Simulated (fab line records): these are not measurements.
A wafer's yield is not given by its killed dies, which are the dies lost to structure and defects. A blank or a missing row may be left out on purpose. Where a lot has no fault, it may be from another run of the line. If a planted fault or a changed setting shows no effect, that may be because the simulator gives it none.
Chamber matching | flow gf180mcu | GF_V3_ETCH_16 on rie_diel-03 has 4 sister chambers
The step etches BARC in N2/H2. 4 wafers are shown with their chamber, then 7 later ones without.

WAFERS WITH THEIR CHAMBER
wafer  | chamber | drypump_motor_current_A (A)
L865.5 | 0       | 6.1
L873.2 | 1       | 5.6
L875.3 | 2       | 6.4
L875.5 | 3       | 5.6

WAFERS WITHOUT THEIR CHAMBER
wafer  | drypump_motor_current_A (A)
L875.6 | 6.4
L878.1 | 5.7
L878.3 | 6.5
L878.4 | 5.6
L879.1 | 6.4
L879.3 | 6.1
L879.4 | 6.4

EACH ONE'S CHAMBER
wafer  | from the rows above     | in truth
L875.6 | 2                       | 2
L878.1 | can't be placed: 1 or 3 | 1
L878.3 | 2                       | 2
L878.4 | can't be placed: 1 or 3 | 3
L879.1 | 2                       | 2
L879.3 | 0                       | 0
L879.4 | 2                       | 2
Correctly placed: 5 of 7. Unplaceable from these rows: 2, with the true chamber sitting among the candidates in 2. Number placed wrongly: 0.
How it was worked out, from the rows above alone: a wafer's distance from a chamber is the root of the sum, over the readings, of the square of ((its reading less the chamber's mean) divided by the reading's scatter). If the next closest chamber is less than 2 further off than the closest, the wafer can't be placed; otherwise it belongs to the closest. For every chamber, the mean is computed from those of its wafers that are shown. The scatter (one wafer shown for each chamber): square how far every hidden wafer sits from the nearest shown wafer, average those squares and take the square root.
